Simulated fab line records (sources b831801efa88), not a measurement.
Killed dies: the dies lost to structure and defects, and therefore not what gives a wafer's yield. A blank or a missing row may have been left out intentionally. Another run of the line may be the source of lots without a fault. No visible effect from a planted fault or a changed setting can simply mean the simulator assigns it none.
Problem report, 8D (eight disciplines) form, completed by code || flow sfq_line || the parts of the form that need people (team, actions taken, sign-off) are left out

== 1. PROBLEM STATEMENT ==
Mean of bias_w at SFQ_TRILAYER_I6_VIA_ETCH_VIA_ETCH_172: 72.51 W across 6 wafers in 2 lots; on wafers with no fault it is 79.98 W (standard deviation 0.24). Measured from the usual mean, that is -31 standard deviations.
The step: etches SiO2 in CHF3, stops on Nb, target depth 260 nm.
First observed at day 69 22:30: wafer L259.2, on rie_diel-01. At this step, 42 wafers from 14 lots have a number in the record. Rule for "out" (also "out of limits"): further than 4 standard deviations from the usual mean. The rest of the wafers with a number are treated as sound.

== 2. WHAT IT IS, WHAT IT ISN'T ==
{"question": "which readings at this step", "is": "bias_w", "is not": "drypump_motor_current_A, oes_product_au"}
{"question": "which lots", "is": "L259, L261", "is not": "L244, L245, L247, L248, L249, L250, L251, L252, L253, L262, L264, L266"}
{"question": "which wafers of those lots", "is": "all that have a number", "is not": "-"}
{"question": "read on which tools", "is": "rie_diel-01", "is not": "rie_diel-03, rie_diel-04"}
{"question": "when", "is": "from day 69 22:30", "is not": "up to then (27 sound wafers); but 9 sound wafers of L262, L264, L266 came after"}

== 3. THE SUSPECTS, EACH WITH WHAT RULES IT OUT ==
Counting: a tool at any process step up to the reading remains a suspect when it ran all the lots that are out and ran no sound lot after the first of those.
- rie_diel-01 at SFQ_TRILAYER_I6_VIA_ETCH_VIA_ETCH_172 (etches SiO2 in CHF3, stops on Nb, target depth 260 nm): kept. All lots that are out passed through it, beginning with L259 at day 69 22:30, and no sound lot followed; its final sound lot before that point was L251 at day 66 22:00. Out on those wafers are its own readings of bias_w.
Left after counting: rie_diel-01 at SFQ_TRILAYER_I6_VIA_ETCH_VIA_ETCH_172.

== 4. THE CAUSE (what the simulator had put in) ==
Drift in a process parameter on rie_diel-01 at SFQ_TRILAYER_I6_VIA_ETCH_VIA_ETCH_172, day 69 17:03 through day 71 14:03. The setting bias_w was moved by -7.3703, starting from 80. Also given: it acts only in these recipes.
This tool alone remained once counting was done.

== 5. SEQUENCE OF EFFECTS, ordered by route ==
Rows list readings where the struck wafers' mean (over those with a number) sits beyond 3 standard deviations from the usual. Scope: only readings with a usual standard deviation given in the record; hours: median across lots of the time from each lot's start at the first step in this table that gives one to its start at this step; sigmas: change in usual standard deviations.
{"hours": 0, "step": "SFQ_TRILAYER_I6_VIA_ETCH_VIA_ETCH_172", "reading": "bias_w", "usual": "79.98 W", "on struck wafers": 72.51, "change": -7.47, "sigmas": -31}
Its process steps:
- SFQ_TRILAYER_I6_VIA_ETCH_VIA_ETCH_172: etches SiO2 in CHF3, stops on Nb, target depth 260 nm.

== 6. HOW IT WOULD HAVE BEEN CAUGHT EARLIER ==
5 hours passed between the start of the fault at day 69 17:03 and the first reading out of limits in this record, taken at day 69 22:30.
